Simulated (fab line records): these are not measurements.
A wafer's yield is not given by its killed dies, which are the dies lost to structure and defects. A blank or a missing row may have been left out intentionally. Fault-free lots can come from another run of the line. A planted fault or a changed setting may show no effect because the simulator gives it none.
One fault seen from 2 desks :: flow sky130 :: only its own numbers are on each desk; what lay behind them is given at the end

## FOR THE TOOL OWNER'S DESK: rie metal-04
The tool's own readings at SKY_METAL4_METAL_ETCH_18 (etches the open film in Cl2/BCl3, stops on SiO2, target depth 845 nm, time 183.1 s): means of the sampled wafers that have a number, for each lot that ran on this tool. A lot is out of limits, marked OUT, if its mean lies more than 4 standard deviations from the usual mean; the brackets give that distance.
Columns: A = bias w at SKY_METAL4_METAL_ETCH_18, usual 48.50 W; B = drypump motor current A at SKY_METAL4_METAL_ETCH_18, usual 5.6 A; C = oes product au at SKY_METAL4_METAL_ETCH_18, usual 0.875 a.u.; D = rf fwd power W at SKY_METAL4_METAL_ETCH_18, usual 896.5 W; E = throttle valve pct at SKY_METAL4_METAL_ETCH_18, usual 22.263 %
lot: L938
first seen here: day 42 22:40
A: 48.38
B: 5.6
C: 0.882
D: 893.8
E: 22.268

lot: L939
first seen here: day 43 11:28
A: 48.46
B: 5.3
C: 0.872
D: 896.6
E: 22.274

lot: L946
first seen here: day 45 04:16
A: 61.69 (+99 or more) OUT
B: 5.5
C: 0.869
D: 897.4
E: 22.271
This desk's finding: out of limits on L946; first on L946, day 45 04:16 (bias w at SKY_METAL4_METAL_ETCH_18). L938, L939 stayed within limits.

## FROM THE METROLOGY DESK
Means of the sampled wafers that have a number, per lot and without regard to the tool the lot ran on: this is what the gauges read. A lot is out of limits, marked OUT, if its mean lies more than 4 standard deviations from the usual mean; the brackets give that distance.
Columns: A = cd nm at SKY_METAL4_CD_MEAS_13, usual 299.4 nm; B = METAL4_OVL at SKY_METAL4_OVL_MEAS_14, usual 3 nm
lot: L934
first seen here: day 41 14:22
A: 301.1
B: 9

lot: L936
first seen here: day 42 06:04
A: 298.0
B: 3

lot: L937
first seen here: day 42 20:49
A: 300.0
B: -2

lot: L938
first seen here: day 42 22:22
A: 298.7
B: 5

lot: L939
first seen here: day 43 11:10
A: 298.0
B: 1

lot: L946
first seen here: day 45 03:58
A: 299.7
B: 5

lot: L952
first seen here: day 46 09:34
A: 297.0
B: 6

lot: L951
first seen here: day 46 12:40
A: 300.2
B: 4

lot: L953
first seen here: day 46 20:28
A: 299.7
B: -3

lot: L954
first seen here: day 47 01:13
A: 298.7
B: 3
Finding of this desk: none of the 10 lots has anything out of limits.

## BROUGHT TOGETHER
On L946, at day 45 04:16, an alarm was possible from the tool owner's desk.
The metrology desk saw nothing out of limits.
The metrology desk holds a record of L946, inside its limits.
Every lot named ran SKY_METAL4_METAL_ETCH_18 on rie metal-04.

## WHAT WAS PUT IN BY THE SIMULATOR
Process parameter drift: rie metal-04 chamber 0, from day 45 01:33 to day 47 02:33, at SKY_METAL4_METAL_ETCH_18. A move of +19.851 in setting bias w, from 48.5. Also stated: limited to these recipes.
Struck lots among those shown: L946.
How many hours passed from the start of the fault until each desk's first out-of-limits reading: the tool owner's desk, 3.
